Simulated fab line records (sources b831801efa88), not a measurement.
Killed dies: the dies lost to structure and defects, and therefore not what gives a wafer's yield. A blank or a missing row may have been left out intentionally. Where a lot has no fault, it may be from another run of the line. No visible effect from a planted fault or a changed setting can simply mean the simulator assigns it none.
Comparing a struck lot with a sound one    flow sky130    17 steps out of a route of 708
Sound: the wafers L529.3, L529.4, L529.6. Struck: wafers L544.1, L544.2, L544.6. Last of all comes the cause.
Per side, at each step with rows, come the tool, then ch with its chambers, and then its first start. Under that, the readings that differ: sound wafers    struck wafers    difference of the means    sigmas: that difference in standard deviations of wafers without a fault.
alike: readings whose means differ by less than 2 such deviations, and words and numbers that are the same on both sides. not compared: withheld readings, readings that some wafer has no value for, bounds like >300 that may hide the same value, and numbers for which the record gives no deviation and whose values overlap.
Wherever a step has rows on one side only, a row that says differs or no value, or a row with sigmas, the two part there. When numbers do not overlap yet have no deviation, they are printed without sigmas and do not part them. A reading missing from all wafers of one side parts the sides only when that side holds two or more wafers.

first, 1 step without rows for these wafers: SKY_VT_ADJUST_NCORE_IMPLANT_09.
SKY_VT_ADJUST_NCORE_STRIP_10: strips in O2/N2.
  sound on plasma_asher-03 ch 0,1, day 9 16:56; struck on plasma_asher-03 ch 0,1, day 14 13:55
  alike: drypump_motor_current_A, n2_flow_sccm, oes_product_au, strip_time_to_endpoint_s
  not compared: rf_hours_counter_h
SKY_VT_ADJUST_NCORE_TW_MEAS_11:
  sound on film_metro-03, day 9 17:02; struck on film_metro-03, day 14 14:01
  alike: VT_ADJUST_NCORE_TW
then, 7 steps without rows for these wafers: SKY_VT_ADJUST_HVTR_DEHYDRATE_00 (time 60 s); SKY_VT_ADJUST_HVTR_HMDS_01 (prime time 60 s); SKY_VT_ADJUST_HVTR_COAT_02 (resist thk 1140 nm); SKY_VT_ADJUST_HVTR_SOFTBAKE_03 (time 60 s); SKY_VT_ADJUST_HVTR_EXPOSE_04 (exposes mask HVTRM, target cd 380 nm); SKY_VT_ADJUST_HVTR_PEB_05; SKY_VT_ADJUST_HVTR_DEVELOP_06 (develop time 60 s).
SKY_VT_ADJUST_HVTR_CD_MEAS_07: the cd target is 380 nm.
  sound on cd_sem-01, day 10 14:04; struck on cd_sem-02, day 15 16:48
  alike: cd_nm
SKY_VT_ADJUST_HVTR_OVL_MEAS_08:
  sound on overlay-01, day 10 14:09; struck on overlay-02, day 15 16:55
  alike: VT_ADJUST_HVTR_OVL
SKY_VT_ADJUST_HVTR_IMPLANT_09:
  sound on implanter-01 ch 0, day 10 14:13; struck on implanter-03 ch 0, day 15 17:16
  alike: beam_energy_keV, dose_ions_cm2
SKY_VT_ADJUST_HVTR_STRIP_10: strips in O2/N2.
  sound on plasma_asher-01 ch 0,1, day 10 14:22; struck on plasma_asher-02 ch 0,1, day 15 17:25
  alike: drypump_motor_current_A, n2_flow_sccm, oes_product_au, strip_time_to_endpoint_s
  not compared: rf_hours_counter_h
SKY_VT_ADJUST_HVTR_TW_MEAS_11:
  sound on film_metro-04, day 10 14:26; struck on film_metro-02, day 15 17:31
reading            sound              struck             difference  sigmas
VT_ADJUST_HVTR_TW  211.0 212.1 212.1  258.1 257.4 257.6  +46.0       +18
then, 1 step without rows for these wafers: SKY_VT_ADJUST_PCH_DEHYDRATE_00 (time 60 s).
-- record jumps: 35 days separate the struck wafers' starts on either side; left off in module VT_ADJUST_PCH, taken up again in module PAD_OPEN, whose first shown step is the route's number 708 --
SKY_PAD_OPEN_PROBE_99:
  sound on prober-01, day 46 16:28; struck on prober-02, day 50 10:38
reading                                    sound                    struck                   difference  sigmas
killed_open                                42 32 45                 64 54 49                 +16         +2
model.etest.pfet_01v8_mvt.drive_ua_um      147.7 147.7 149.7        195.6 193.7 195          +46.4       
model.etest.pfet_01v8_mvt.off_log10_a_um   -11.06 -11.18 -11.05     -6.684 -6.675 -6.761     +4.390      
model.etest.pfet_01v8_mvt.vt_sat_v (V)     -0.5874 -0.5918 -0.5884  -0.1253 -0.1305 -0.1457  +0.4554     
model.etest.pfet_01v8_mvt.vt_v (V)         -0.6713 -0.6729 -0.6705  -0.2835 -0.2915 -0.3008  +0.3796     
model.etest.pfet_01v8_mvt.vt_long_v (V)    -0.8751 -0.8783 -0.873   -0.5502 -0.5583 -0.5645  +0.3178     
model.etest.pfet_01v8_mvt.body_rise_v (V)  -0.1886 -0.185 -0.1859   -0.2101 -0.2104 -0.2091  -0.0234     
  alike: killed_at_M0_to_M3, killed_at_M4_up, killed_at_contacts, killed_at_front_end, killed_at_other, killed_dies, killed_short

## WHERE THEY PART
First at SKY_VT_ADJUST_HVTR_TW_MEAS_11; last, within this record, at SKY_PAD_OPEN_PROBE_99.

WHY: whatever the simulator had introduced
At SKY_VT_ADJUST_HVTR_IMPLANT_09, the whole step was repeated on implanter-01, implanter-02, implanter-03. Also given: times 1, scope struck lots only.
